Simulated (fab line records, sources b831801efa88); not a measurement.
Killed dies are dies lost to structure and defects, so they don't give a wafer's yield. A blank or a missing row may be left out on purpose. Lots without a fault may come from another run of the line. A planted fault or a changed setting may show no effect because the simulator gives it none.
A struck lot beside a sound one | flow gf180mcu | 16 steps out of a route of 602
Sound: wafers L746.1, L746.4, L746.6. Struck: wafer L755.3. (L755.1, L755.2 of the same lot were not struck and are left out.) The cause comes at the end.
At each step with rows: each side's tool, then ch and its chambers, then its first start. Under that, the readings that differ: sound wafers | struck wafers | difference of the means | sigmas: that difference in standard deviations of wafers without a fault.
alike: readings whose means differ by less than 2 such deviations, and words and numbers that are the same on both sides. not compared: withheld readings, readings that some wafer has no value for, bounds like >300 that may hide the same value, and numbers for which the record gives no deviation and whose values overlap.
The two part at a step that has a row with sigmas, a row that says differs or no value, or rows on one side only. Numbers that don't overlap but have no deviation are shown without sigmas and don't part them. A reading that every wafer of one side lacks parts them only if that side has two wafers or more.

first, 4 steps without rows for these wafers: GF_M3_SOFTBAKE_10 (time 60 s); GF_M3_EXPOSE_11 (exposes mask Metal3, target cd 280 nm); GF_M3_PEB_12 (peb time 90 s); GF_M3_DEVELOP_13 (develop time 60 s).
GF_M3_CD_MEAS_14: target cd 280 nm.
  sound on cd_sem-01, day 23 19:29; struck on cd_sem-01, day 26 17:52
  alike: cd_nm
GF_M3_OVL_MEAS_15:
  sound on overlay-01, day 23 19:36; struck on overlay-01, day 26 17:59
  alike: M3_OVL
GF_M3_METAL_ETCH_16: etches the open film in Cl2/BCl3, stops on SiO2, target depth 750.8 nm, time 125.1 s.
  sound on rie_metal-04 ch 0,1, day 23 19:38; struck on rie_metal-02 ch 0, day 26 18:01
  reading                | sound                | struck | difference | sigmas
  throttle_valve_pct (%) | 28.234 28.220 28.229 | 28.204 | -0.024     | -2
  alike: drypump_motor_current_A, oes_product_au
  not compared: rf_hours_counter_h
GF_M3_STRIP_17: strips in O2/N2.
  sound on plasma_asher-04 ch 0,1, day 23 19:46; struck on plasma_asher-03 ch 0, day 26 18:08
  alike: drypump_motor_current_A, heater_power_w, oes_product_au, strip_time_to_endpoint_s
  not compared: rf_hours_counter_h
then, 3 steps without rows for these wafers: GF_M3_STRIP_18 (strips in post etch residue remover, time 1200 s); GF_M3_CLEAN_19 (cleans in DIW); GF_V3_CVD_00 (deposits SiO2, target thk 600 nm, time 100 s).
GF_V3_THK_MEAS_01:
  sound on film_metro-02, day 23 20:23; struck on film_metro-03, day 26 18:45
  alike: V3_CVD_00_THK
GF_V3_CVD_02: deposits SiO2 from TEOS, target thk 850 nm, time 94.851 s.
  sound on pecvd-03 ch 0,2, day 23 20:26; struck on pecvd-03 ch 0, day 26 18:49
  reading                             | sound             | struck | difference | sigmas
  run_length_s (s)                    | 122.2 122.6 122.7 | 125.4  | +2.9       | +6
  model.SiO2_of_V3_CVD_02.thk_nm (nm) | 856 865.4 857.8   | 888.3  | +28.6      |
  alike: heater_power_w
GF_V3_THK_MEAS_03:
  sound on film_metro-03, day 23 20:31; struck on film_metro-04, day 26 19:07
  reading            | sound       | struck | difference | sigmas
  V3_CVD_02_THK (nm) | 856 866 857 | 888    | +28        | +3
  not compared: hold
GF_V3_CMP_04: polishes SiO2.
  sound on cmp-02 ch 0,1,3, day 23 20:40; struck on cmp-01 ch 3, day 26 19:10
  alike: motor_current_A, platen_rpm, time_to_endpoint_s
then, 1 step without rows for these wafers: GF_PASSIVATION_PROBE_99.

WHERE THEY PART
First at GF_M3_METAL_ETCH_16; last, within this record, at GF_V3_THK_MEAS_03. Later steps at which nothing parts them and some readings are alike: GF_V3_CMP_04.

WHY: what the simulator had put in
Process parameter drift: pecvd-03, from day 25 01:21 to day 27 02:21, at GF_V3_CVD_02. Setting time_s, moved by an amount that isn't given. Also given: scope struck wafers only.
